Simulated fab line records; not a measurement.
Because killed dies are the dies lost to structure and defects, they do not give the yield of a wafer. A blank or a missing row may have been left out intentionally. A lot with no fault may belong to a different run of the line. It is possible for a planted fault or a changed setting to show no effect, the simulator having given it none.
fab line records	flow sky130
[record] lots = 11	wafers = 33	lastDay = 50
route steps=708 shown METAL4@600 CAP2M@604 VIA4@641 PAD_OPEN@708
lots that met no fault: from a run of the same line without faults
startH: hours from the record's opening day to when the first of the lot's shown wafers began	waitH: hours elapsed since this lot's preceding step	" the same as in the row above	L1.1+2: a row that stands for several wafers	- no value, or no start was given	* or withheld: withheld	< > ~ a bound
route shown NAME@n: NAME is a module with steps in the file, n the number in the route of the first one	usual: mean/standard deviation taken from wafers without a fault	same: alike in all rows	chamber/n: place in a boat	sites: the reading at each site	_std_site: the standard deviation of these	_edge_site: inner sites' mean taken away from outer sites' mean	radiusMm: for every site, how far away it sits from the centre of the wafer	mask NAME#n: copy n	behind: the last tool/chamber to shape the wafer	hold: the reason the lot was held/the length of the hold in hours/how it ended	device: the n, p or np transistor that did not switch	end of line: the same wafers' tests at the end of the route	a step without rows: its recipe alone	killed: not the wafer's yield, but the dies lost to structure and defects at the first sort	map: dies across one wafer; x = killed, . = not, _ = none there
set.NAME: the run value of the setting; set.NAME@STEP: its run value at that earlier step	model.NAME: the simulator's own value behind a step, which no gauge read
a sample of lots followed through the steps of the route, with each step as a table and each wafer as a row
services: from which hour (startH, from the record's first day; less than 0 if before it) a tool's chamber was out of use, for how many hours, and why
[[steps]]
[step SKY_METAL4_SPUTTER_02]
[recipe] material = AlCu	targetThkNm = 735	powerW = 10600	timeS = 39.1	chamberPressurePa = 0.4
[usual] throttleValvePct = 30.0/0.99
lot.wafer	tool	chamber	startH	waitH	throttleValvePct
L778.1	pvdSputter-03	-	911.73	0.0	28.2
L778.4	"	-	"	"	30.1
L778.6	"	-	"	"	28.1
L780.1	pvdSputter-02	-	934.20	0.0	30.1
L780.2	"	-	"	"	30.1
L780.5	"	-	"	"	30.1
L781.2	pvdSputter-01	-	941.70	0.0	29.9
L781.3	"	-	"	"	28.8
L781.4	"	-	"	"	30.4
L782.2	pvdSputter-01	-	971.31	0.0	28.4
L782.5	"	-	"	"	29.4
L782.6	"	-	"	"	30.5
L786.1	pvdSputter-01	-	984.19	0.0	30.3
L786.2	"	-	"	"	29.6
L786.5	"	-	"	"	28.9
L789.1	pvdSputter-01	-	998.05	0.0	29.3
L789.3	"	-	"	"	30.0
L789.4	"	-	"	"	29.4
L788.2	pvdSputter-02	-	1004.38	0.0	32.3
L788.3	"	-	"	"	30.0
L788.4	"	-	"	"	30.4
L791.2	pvdSputter-01	-	1014.30	0.0	29.4
L791.5	"	-	"	"	28.8
L791.6	"	-	"	"	29.9
L793.2	pvdSputter-02	-	1056.30	0.0	30.3
L793.4	"	-	"	"	32.4
L793.5	"	-	"	"	30.1
L801.2	pvdSputter-03	-	1080.49	0.0	29.1
L801.3	"	-	"	"	28.2
L801.6	"	-	"	"	30.0
L800.1	pvdSputter-02	-	1086.00	0.0	30.2
L800.2	"	-	"	"	32.1
L800.3	"	-	"	"	30.1
[step SKY_CAP2M_THK_MEAS_01]
[recipe] reads = SiO2_of_CAP2M_CVD_00
[usual] CAP2M_CVD_00_THK = 15.50/0.21
lot.wafer	tool	chamber	startH	waitH	CAP2M_CVD_00_THK[nm]
L778.1	filmMetro-01	-	911.86	-	15.36
L778.4	"	-	"	"	15.63
L778.6	"	-	"	"	15.84
L780.1	filmMetro-03	-	934.33	-	15.25
L780.2	"	-	"	"	15.33
L780.5	"	-	"	"	15.63
L781.2	filmMetro-02	-	941.84	-	15.33
L781.3	"	-	"	"	15.25
L781.4	"	-	"	"	15.15
L782.2	filmMetro-03	-	971.45	-	15.40
L782.5	"	-	"	"	15.68
L782.6	"	-	"	"	15.67
L786.1	filmMetro-02	-	984.32	-	15.33
L786.2	"	-	"	"	15.22
L786.5	"	-	"	"	15.85
L789.1	filmMetro-01	-	998.19	-	15.09
L789.3	"	-	"	"	15.55
L789.4	"	-	"	"	15.22
L788.2	filmMetro-02	-	1004.51	-	15.40
L788.3	"	-	"	"	15.22
L788.4	"	-	"	"	15.47
L791.2	filmMetro-02	-	1014.44	-	15.31
L791.5	"	-	"	"	15.48
L791.6	"	-	"	"	15.36
L793.2	filmMetro-01	-	1056.44	-	15.57
L793.4	"	-	"	"	15.69
L793.5	"	-	"	"	15.76
L801.2	filmMetro-02	-	1080.63	-	15.23
L801.3	"	-	"	"	15.32
L801.6	"	-	"	"	15.57
L800.1	filmMetro-02	-	1086.13	-	15.52
L800.2	"	-	"	"	15.22
L800.3	"	-	"	"	15.46
[step SKY_CAP2M_RS_MEAS_03]
[recipe] thkMeasGauge = four-point-probe	reads = TiN_of_CAP2M_SPUTTER_02
[usual] CAP2M_TIN_RS = 6.91/0.058
lot.wafer	tool	chamber	startH	waitH	CAP2M_TIN_RS[ohm/sq]
L778.1	filmMetro-03	-	912.03	0.1	6.95
L778.4	"	-	"	"	6.95
L778.6	"	-	"	"	6.97
L780.1	filmMetro-02	-	934.49	0.1	6.90
L780.2	"	-	"	"	6.86
L780.5	"	-	"	"	6.86
L781.2	filmMetro-02	-	942.01	0.1	6.91
L781.3	"	-	"	"	6.95
L781.4	"	-	"	"	6.96
L782.2	filmMetro-02	-	971.63	0.1	6.92
L782.5	"	-	"	"	6.93
L782.6	"	-	"	"	6.95
L786.1	filmMetro-03	-	984.54	0.1	6.96
L786.2	"	-	"	"	6.85
L786.5	"	-	"	"	6.90
L789.1	filmMetro-03	-	998.36	0.1	6.92
L789.3	"	-	"	"	6.94
L789.4	"	-	"	"	6.93
L788.2	filmMetro-01	-	1004.69	0.1	6.82
L788.3	"	-	"	"	6.85
L788.4	"	-	"	"	6.85
L791.2	filmMetro-01	-	1014.62	0.1	6.83
L791.5	"	-	"	"	6.79
L791.6	"	-	"	"	6.78
L793.2	filmMetro-01	-	1056.62	0.1	7.00
L793.4	"	-	"	"	6.97
L793.5	"	-	"	"	6.98
L801.2	filmMetro-03	-	1080.81	0.1	6.82
L801.3	"	-	"	"	6.81
L801.6	"	-	"	"	6.82
L800.1	filmMetro-02	-	1086.30	0.1	6.91
L800.2	"	-	"	"	6.91
L800.3	"	-	"	"	6.95
[step SKY_METAL4_METAL_ETCH_18]
[recipe] targetDepthA = 8450	stopOn = SiO2	overEtchFrac = 0.3	timeS = 183.1	chemistry = Cl2/BCl3	resistSidewallDeg = 88	pressureMtorr = 10	icpW = 900	biasW = 48.5	Cl2_flow_sccm = 60	bcl3FlowSccm = 30
[usual] biasW = 48.51/0.13	drypumpMotorCurrentA = 5.49/0.29	oesProductAu = 0.867/0.0061	throttleValvePct = 22.265/0.0092
[same] overEtchFrac = 0.3
lot.wafer	tool	chamber	startH	waitH	biasW	drypumpMotorCurrentA	oesProductAu	rfHoursCounterH	throttleValvePct
L778.1	rieMetal-03	0	961.44	0.0	48.60	5.56	0.867	0	22.271
L778.4	"	0	"	"	48.35	5.56	0.864	-	22.265
L778.6	"	0	"	"	48.48	5.53	0.879	-	22.278
L780.1	rieMetal-02	1	984.04	0.0	48.21	5.20	0.868	16	22.277
L780.2	"	0	"	"	48.36	6.00	0.859	18	22.262
L780.5	"	1	"	"	48.38	5.21	0.868	-	22.252
L781.2	rieMetal-02	0	990.48	0.0	48.64	6.00	0.874	18	22.268
L781.3	"	1	"	"	48.62	5.22	0.877	-	22.280
L781.4	"	0	"	"	48.62	5.99	0.864	-	22.270
L782.2	rieMetal-04	0	1017.74	0.0	48.43	5.65	0.865	5	22.264
L782.5	"	0	"	"	48.61	5.66	0.866	-	22.258
L782.6	"	1	"	"	48.55	5.25	0.864	-	22.270
L786.1	rieMetal-03	1	1031.19	0.0	48.50	5.34	0.866	19	22.260
L786.2	"	0	"	"	48.69	5.56	0.863	3	22.255
L786.5	"	0	"	"	48.30	5.56	0.879	-	22.274
L789.1	rieMetal-02	1	1043.13	0.0	48.32	5.22	0.736	19	22.262
L789.3	"	1	"	"	48.58	5.22	0.735	-	22.268
L789.4	"	0	"	"	48.62	6.00	0.738	-	22.280
L788.2	rieMetal-02	1	1050.75	0.1	48.52	5.22	0.862	-	22.259
L788.3	"	1	"	"	48.28	5.23	0.867	-	22.274
L788.4	"	1	"	"	48.51	5.21	0.858	-	22.275
L791.2	rieMetal-03	0	1059.87	0.0	48.49	5.56	0.747	5	22.271
L791.5	"	1	"	"	48.63	5.29	0.744	-	22.271
L791.6	"	0	"	"	48.60	5.56	0.734	-	22.270
L793.2	rieMetal-03	1	1098.14	0.0	48.57	5.29	0.864	23	22.270
L793.4	"	0	"	"	48.36	5.57	0.867	-	22.277
L793.5	"	0	"	"	48.44	5.56	0.859	-	22.264
L801.2	rieMetal-04	0	1121.79	0.0	48.48	5.67	0.863	13	22.264
L801.3	"	0	"	"	48.49	5.65	0.858	-	22.257
L801.6	"	1	"	"	48.61	5.24	0.852	-	22.245
L800.1	rieMetal-03	1	1127.74	0.0	48.43	5.28	0.864	25	22.264
L800.2	"	0	"	"	48.45	5.56	0.877	10	22.267
L800.3	"	0	"	"	48.35	5.54	0.872	-	22.268
[step SKY_VIA4_CMP_02]
[recipe] material = SiO2	downForcePsi = 4	platenRpm = 60	padVelocityMS = 0.94248
[usual] motorCurrentA = 11.7/0.94
lot.wafer	tool	chamber	startH	waitH	motorCurrentA
L778.4	cmp-02	1	962.55	0.0	11.1
L778.1	"	2	"	"	11.9
L778.6	"	2	"	"	12.6
L780.2	cmp-01	1	985.22	0.1	11.7
L780.1	"	2	"	"	10.9
L780.5	"	3	"	"	11.6
L781.2	cmp-01	0	991.49	0.0	12.9
L781.3	"	1	"	"	12.3
L781.4	"	2	"	"	11.4
L782.2	cmp-01	1	1018.80	0.0	12.3
L782.6	"	1	"	"	12.5
L782.5	"	2	"	"	10.6
L786.1	cmp-01	0	1032.31	0.1	12.6
L786.2	"	1	"	"	12.2
L786.5	"	2	"	"	10.6
L789.3	cmp-02	3	1044.15	0.0	10.0
L789.4	"	0	"	"	12.4
L789.1	"	1	"	"	11.2
L788.2	cmp-01	1	1051.95	0.0	11.4
L788.3	"	2	"	"	10.9
L788.4	"	0	"	"	13.7
L791.2	cmp-01	0	1060.92	0.0	13.3
L791.5	"	0	"	"	12.6
L791.6	"	1	"	"	12.2
L793.2	cmp-01	2	1099.20	0.1	11.1
L793.4	"	0	"	"	12.8
L793.5	"	2	"	"	11.5
L801.2	cmp-01	1	1122.92	0.2	11.8
L801.3	"	3	"	"	11.6
L801.6	"	0	"	"	13.5
L800.1	cmp-01	3	1128.75	0.1	11.6
L800.2	"	0	"	"	12.6
L800.3	"	2	"	"	11.5
[step SKY_PAD_OPEN_PROBE_99]
[usual] defectLimitedYield = 82.4/2.1	killed_at_M0_to_M3 = 44/7	killed_at_M4_up = 3.0/1.9	killedAtContacts = 24/5.4	killedAtFrontEnd = 15/4.6	killedAtOther = 0.3/0.5	killedDies = 87/10	killedOpen = 47/7	killedShort = 40/6.2	sort_bin_3_pad_short = 0.9/0.5	sort_bin_5_function = 10.4/1.4	sort_bin_6_memory = 6.3/1.2	sortNPass = 405/10	sortYieldPct = 82.4/2.1
[same] grossDies = 492	killedAtBackSide = 0	sort_bin_4_leakage[%] = 0	sort_bin_8_speed[%] = 0
lot.wafer	tool	chamber	startH	waitH	defectLimitedYield[%]	killed_at_M0_to_M3	killed_at_M4_up	killedAtContacts	killedAtFrontEnd	killedAtOther	killedDies	killedOpen	killedShort	sort_bin_3_pad_short[%]	sort_bin_5_function[%]	sort_bin_6_memory[%]	sortNPass	sortYieldPct[%]
L778.1	prober-02	-	1058.39	0.1	84.6	44	2	19	11	0	76	41	35	0.6	10.2	4.7	416	84.6
L778.4	prober-02	-	1058.54	0.2	78.7	54	6	26	19	0	105	49	56	1.2	12.8	7.3	387	78.7
L778.6	prober-02	-	1058.64	0.2	80.7	51	3	27	13	1	95	45	50	1.4	10.2	7.7	397	80.7
L780.1	prober-02	-	1078.90	0.1	82.9	41	1	23	19	0	84	48	36	1.2	9.3	6.5	408	82.9
L780.2	prober-02	-	1078.95	0.1	80.5	42	5	34	14	1	96	42	54	2.6	10.2	6.7	396	80.5
L780.5	prober-02	-	1079.10	0.2	83.5	47	1	21	11	1	81	46	35	0.8	9.6	6.1	411	83.5
L786.1	prober-02	-	1120.55	0.1	82.1	48	1	28	11	0	88	46	42	1.6	9.1	7.1	404	82.1
L786.2	prober-02	-	1120.60	0.1	80.5	49	3	23	20	1	96	62	34	1.2	12.0	6.3	396	80.5
L786.5	prober-02	-	1120.75	0.2	80.9	40	2	33	18	1	94	53	41	0.8	10.8	7.5	398	80.9
L788.2	prober-01	-	1138.67	0.1	83.9	45	1	26	7	0	79	48	31	0.4	9.8	5.9	413	83.9
L788.3	prober-01	-	1138.72	0.2	81.9	47	7	25	10	0	89	48	41	0.4	10.4	7.3	403	81.9
L788.4	prober-01	-	1138.77	0.2	83.1	39	0	29	15	0	83	44	39	0.8	10.8	5.3	409	83.1
// killed by level:class
L778.1 VIA1:geometricParticle:open=10 VIA2:geometricParticle:open=8 METAL1:geometricParticle:short=7 LI_CONTACT:geometricParticle:open=6 CONTACT:geometricParticle:open=6 LOCAL_INTERCONNECT:geometricParticle:short=4 VIA3:geometricParticle:open=4 FIELD_ISO:geometricParticle:short=3
L778.4 VIA1:geometricParticle:open=10 CONTACT:geometricParticle:short=9 VIA1:geometricParticle:short=9 METAL1:geometricParticle:short=8 POLY_GATE:geometricParticle:open=7 VIA3:geometricParticle:open=7 LI_CONTACT:geometricParticle:open=7 METAL2:geometricParticle:short=6
L778.6 CONTACT:geometricParticle:open=9 VIA1:geometricParticle:open=9 METAL2:geometricParticle:short=8 CONTACT:geometricParticle:short=7 METAL1:geometricParticle:short=7 VIA2:geometricParticle:open=7 VIA3:geometricParticle:open=7 VIA1:geometricParticle:short=5
L780.1 VIA1:geometricParticle:open=11 VIA2:geometricParticle:open=8 LI_CONTACT:geometricParticle:open=7 CONTACT:geometricParticle:open=6 POLY_GATE:geometricParticle:short=5 CONTACT:geometricParticle:short=5 FIELD_ISO:geometricParticle:short=4 FIELD_ISO:geometricParticle:open=4
L780.2 CONTACT:geometricParticle:short=11 CONTACT:geometricParticle:open=10 VIA1:geometricParticle:open=10 VIA2:geometricParticle:short=6 LOCAL_INTERCONNECT:geometricParticle:short=5 METAL2:geometricParticle:short=5 METAL4:geometricParticle:short=5 LI_CONTACT:geometricParticle:short=4
L780.5 LI_CONTACT:geometricParticle:open=9 VIA1:geometricParticle:open=8 VIA3:geometricParticle:open=7 VIA2:geometricParticle:open=6 VIA2:geometricParticle:short=6 POLY_GATE:geometricParticle:open=4 LI_CONTACT:geometricParticle:short=4 METAL1:geometricParticle:short=4
L786.1 LI_CONTACT:geometricParticle:open=12 VIA2:geometricParticle:open=11 METAL1:geometricParticle:short=9 LOCAL_INTERCONNECT:geometricParticle:short=7 VIA1:geometricParticle:open=5 VIA2:geometricParticle:short=5 CONTACT:geometricParticle:open=4 VIA3:geometricParticle:open=4
L786.2 VIA2:geometricParticle:open=13 CONTACT:geometricParticle:open=10 VIA3:geometricParticle:open=6 LI_CONTACT:geometricParticle:open=6 VIA1:geometricParticle:open=6 FIELD_ISO:geometricParticle:short=5 POLY_GATE:geometricParticle:open=5 VIA1:geometricParticle:short=5
L786.5 CONTACT:geometricParticle:open=15 LI_CONTACT:geometricParticle:open=7 VIA2:geometricParticle:open=7 VIA1:geometricParticle:open=7 VIA3:geometricParticle:open=6 POLY_GATE:geometricParticle:short=5 CONTACT:geometricParticle:short=5 FIELD_ISO:geometricParticle:short=4
L788.2 VIA1:geometricParticle:open=10 CONTACT:geometricParticle:open=9 LI_CONTACT:geometricParticle:open=8 VIA3:geometricParticle:open=7 VIA1:geometricParticle:short=6 METAL1:geometricParticle:short=5 VIA2:geometricParticle:open=4 LOCAL_INTERCONNECT:geometricParticle:short=4
L788.3 CONTACT:geometricParticle:open=13 VIA1:geometricParticle:open=8 LI_CONTACT:geometricParticle:open=7 METAL1:geometricParticle:short=7 VIA1:geometricParticle:short=7 VIA2:geometricParticle:open=6 METAL4:geometricParticle:short=6 VIA2:geometricParticle:short=4
L788.4 VIA1:geometricParticle:open=12 CONTACT:geometricParticle:open=8 CONTACT:geometricParticle:short=8 FIELD_ISO:geometricParticle:open=6 METAL1:geometricParticle:short=6 VIA3:geometricParticle:open=6 LI_CONTACT:geometricParticle:open=5 LOCAL_INTERCONNECT:geometricParticle:short=5
[[services]]
tool	chamber	startH	hours	kind
rieMetal-03	-	911.09	14.6	pm
cmp-02	-	912.07	4.0	pm
cmp-02	-	923.91	3.1	repair
rieMetal-03	0	937.24	-	clean
rieMetal-03	0	937.24	23.4	scheduledDown
rieMetal-03	0	937.24	23.4	ventCycle
rieMetal-02	-	957.84	0.3	repair
cmp-01	-	972.43	1.9	repair
pvdSputter-01	2	984.82	-	consumableReplace:kit
pvdSputter-01	2	984.82	18.0	scheduledDown
pvdSputter-01	2	984.82	18.0	ventCycle
pvdSputter-03	-	991.75	2.1	repair
cmp-02	-	994.06	6.5	pm
pvdSputter-01	-	1008.20	1.7	repair
cmp-02	-	1008.70	4.6	pm
cmp-02	-	1031.77	11.5	pm
pvdSputter-01	-	1070.65	1.8	repair
cmp-01	-	1084.28	4.0	pm
cmp-01	-	1088.28	-	consumableReplace:conditioner
cmp-01	-	1088.28	-	consumableReplace:pad
rieMetal-02	-	1088.93	4.3	pm
cmp-01	-	1103.02	0.5	repair
cmp-01	-	1113.44	0.3	repair
pvdSputter-01	1	1115.37	-	consumableReplace:kit
[[key]]
[firstSign] step = SKY_METAL4_METAL_ETCH_18	reading = oesProductAu	direction = down	sigmas = 21	usual = 0.867	struck = 0.739
effect none on later readings
metAt SKY_METAL4_SPUTTER_02
struckLots L789,L791
notActingAt SKY_CAP2M_THK_MEAS_01,SKY_CAP2M_RS_MEAS_03,SKY_VIA4_CMP_02
onsetBetween 984.19 998.05
[fault] kind = processParameterDrift	tool = pvdSputter-01	chamber = -	onsetH = 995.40	steps = SKY_METAL4_SPUTTER_02	channel = targetThkNm	offset = -224.47	shape = step	endH = 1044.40	actsIn = theseRecipesOnly	stated = 735
